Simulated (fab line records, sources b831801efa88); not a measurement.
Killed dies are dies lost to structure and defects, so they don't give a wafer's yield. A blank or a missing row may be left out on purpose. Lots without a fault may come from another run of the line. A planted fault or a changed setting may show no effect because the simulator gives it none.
A struck lot beside a sound one | flow gf180mcu | 20 steps out of a route of 602
Sound: wafers L185.1, L185.2, L185.5. Struck: wafers L177.5, L177.6. (L177.2 of the same lot was not struck and is left out.) The cause comes at the end.
At each step with rows: each side's tool, then ch and its chambers, then its first start. Under that, the readings that differ: sound wafers | struck wafers | difference of the means | sigmas: that difference in standard deviations of wafers without a fault.
alike: readings whose means differ by less than 2 such deviations, and words and numbers that are the same on both sides. not compared: withheld readings, readings that some wafer has no value for, bounds like >300 that may hide the same value, and numbers for which the record gives no deviation and whose values overlap.
The two part at a step that has a row with sigmas, a row that says differs or no value, or rows on one side only. Numbers that don't overlap but have no deviation are shown without sigmas and don't part them. A reading that every wafer of one side lacks parts them only if that side has two wafers or more.

first, 2 steps without rows for these wafers: GF_M1_CLEAN_19 (cleans in DIW); GF_V1_CVD_00 (deposits SiO2, target thk 600 nm, time 100 s).
GF_V1_THK_MEAS_01:
  sound on film_metro-03, day 24 15:34; struck on film_metro-01, day 21 23:41
  alike: V1_CVD_00_THK
GF_V1_CVD_02: deposits SiO2 from TEOS, target thk 850 nm, time 94.851 s.
  sound on pecvd-03 ch 0,1,2, day 24 15:38; struck on pecvd-03 ch 1,2, day 21 23:44
  alike: heater_power_w
GF_V1_THK_MEAS_03:
  sound on film_metro-01, day 24 15:42; struck on film_metro-02, day 21 23:49
  alike: V1_CVD_02_THK
GF_V1_CMP_04: polishes SiO2.
  sound on cmp-02 ch 0,1,3, day 24 15:49; struck on cmp-02 ch 2,3, day 21 23:58
  alike: motor_current_A, platen_rpm, time_to_endpoint_s
GF_V1_BOW_MEAS_05:
  sound on film_metro-03, day 24 16:04; struck on film_metro-01, day 22 00:11
  alike: V1_BOW
then, 5 steps without rows for these wafers: GF_V1_DEHYDRATE_06 (time 60 s); GF_V1_HMDS_07 (prime time 60 s); GF_V1_COAT_08; GF_V1_COAT_09 (resist thk 1000 nm); GF_V1_SOFTBAKE_10 (time 60 s).
GF_V1_EXPOSE_11: exposes mask Via1, target cd 260 nm.
  sound on krf_scanner-01 ch 0, day 25 03:21; struck on krf_scanner-02 ch 0, day 22 11:43
  alike: mask, exposure_dose_mJ_cm2
then, 2 steps without rows for these wafers: GF_V1_PEB_12 (peb time 90 s); GF_V1_DEVELOP_13 (develop time 60 s).
GF_V1_CD_MEAS_14: target cd 260 nm.
  sound on cd_sem-02, day 25 13:30; struck on cd_sem-01, day 22 23:08
  alike: cd_nm
GF_V1_OVL_MEAS_15:
  sound on overlay-01, day 25 13:37; struck on overlay-02, day 22 23:14
  alike: V1_OVL
GF_V1_ETCH_16: etches BARC in N2/H2.
  sound on rie_diel-03 ch 0,2, day 25 13:39; struck on rie_diel-03 ch 2,3, day 22 23:16
  alike: drypump_motor_current_A, oes_product_au, throttle_valve_pct
  not compared: model.V1.cd_nm
GF_V1_ETCH_17: etches SiO2 in C4F8/O2/Ar, stops on TiN, target depth 630 nm.
  sound on rie_diel-03 ch 0,2; struck on rie_diel-03 ch 2,3
  alike: oes_product_au
  not compared: model.V1.cd_nm
GF_V1_STRIP_18: strips in O2/N2.
  sound on plasma_asher-01 ch 0,1, day 25 13:47; struck on plasma_asher-01 ch 0,1, day 22 23:24
  alike: drypump_motor_current_A, heater_power_w, oes_product_au
  not compared: rf_hours_counter_h

WHERE THEY PART
Nowhere in this record.

WHY: what the simulator had put in
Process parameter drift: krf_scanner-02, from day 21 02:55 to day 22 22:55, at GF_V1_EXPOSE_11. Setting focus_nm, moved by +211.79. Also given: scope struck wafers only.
